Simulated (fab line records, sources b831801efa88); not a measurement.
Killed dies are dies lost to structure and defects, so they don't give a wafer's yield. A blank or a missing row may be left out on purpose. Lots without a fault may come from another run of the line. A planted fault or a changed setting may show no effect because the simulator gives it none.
A struck lot beside a sound one | flow sky130 | 17 steps out of a route of 708
Sound: wafers L780.3, L780.4, L780.5. Struck: wafers L781.3, L781.4, L781.6. The cause comes at the end.
At each step with rows: each side's tool, then ch and its chambers, then its first start. Under that, the readings that differ: sound wafers | struck wafers | difference of the means | sigmas: that difference in standard deviations of wafers without a fault.
alike: readings whose means differ by less than 2 such deviations, and words and numbers that are the same on both sides. not compared: withheld readings, readings that some wafer has no value for, bounds like >300 that may hide the same value, and numbers for which the record gives no deviation and whose values overlap.
The two part at a step that has a row with sigmas, a row that says differs or no value, or rows on one side only. Numbers that don't overlap but have no deviation are shown without sigmas and don't part them. A reading that every wafer of one side lacks parts them only if that side has two wafers or more.

first, 6 steps without rows for these wafers: SKY_RES_XHIGH_COAT_02 (resist thk 1140 nm); SKY_RES_XHIGH_SOFTBAKE_03 (time 60 s); SKY_RES_XHIGH_EXPOSE_04 (exposes mask URPM, target cd 1270 nm); SKY_RES_XHIGH_PEB_05; SKY_RES_XHIGH_DEVELOP_06 (develop time 60 s); SKY_RES_XHIGH_IMPLANT_07.
SKY_RES_XHIGH_STRIP_08: strips in O2/N2.
  sound on plasma_asher-04 ch 0,1, day 27 11:17; struck on plasma_asher-01 ch 0,1, day 27 21:07
  reading                     | sound       | struck      | difference | sigmas
  drypump_motor_current_A (A) | 5.4 5.3 5.3 | 6.7 5.7 6.7 | +1.0       | +2
  alike: oes_product_au, strip_time_to_endpoint_s
  not compared: rf_hours_counter_h
SKY_RES_XHIGH_TW_MEAS_09:
  sound on film_metro-04, day 27 11:22; struck on film_metro-04, day 27 21:13
  alike: RES_XHIGH_TW
then, 4 steps without rows for these wafers: SKY_SD_N_DEHYDRATE_00 (time 60 s); SKY_SD_N_HMDS_01 (prime time 60 s); SKY_SD_N_COAT_02 (resist thk 1140 nm); SKY_SD_N_SOFTBAKE_03 (time 60 s).
SKY_SD_N_EXPOSE_04: exposes mask NSDM, target cd 380 nm.
  sound on iline_stepper-01 ch 0, day 28 02:16; struck on iline_stepper-02 ch 0, day 28 11:25
  reading | sound                | struck                        | difference | sigmas
  mask    | NSDM#0 NSDM#0 NSDM#0 | NSDM_R1#0 NSDM_R1#0 NSDM_R1#0 | differs    |
  alike: focus_offset_nm
then, 2 steps without rows for these wafers: SKY_SD_N_PEB_05; SKY_SD_N_DEVELOP_06 (develop time 60 s).
SKY_SD_N_CD_MEAS_07: target cd 380 nm.
  sound on cd_sem-02, day 28 15:32; struck on cd_sem-01, day 29 01:26
  reading    | sound             | struck            | difference | sigmas
  cd_nm (nm) | 384.7 383.6 384.2 | 332.2 335.9 333.1 | -50.4      | -19
SKY_SD_N_OVL_MEAS_08:
  sound on overlay-01, day 28 15:37; struck on overlay-02, day 29 01:31
  alike: SD_N_OVL

WHERE THEY PART
First at SKY_RES_XHIGH_STRIP_08; last, within this record, at SKY_SD_N_CD_MEAS_07. Later steps at which nothing parts them and some readings are alike: SKY_SD_N_OVL_MEAS_08.

WHY: what the simulator had put in
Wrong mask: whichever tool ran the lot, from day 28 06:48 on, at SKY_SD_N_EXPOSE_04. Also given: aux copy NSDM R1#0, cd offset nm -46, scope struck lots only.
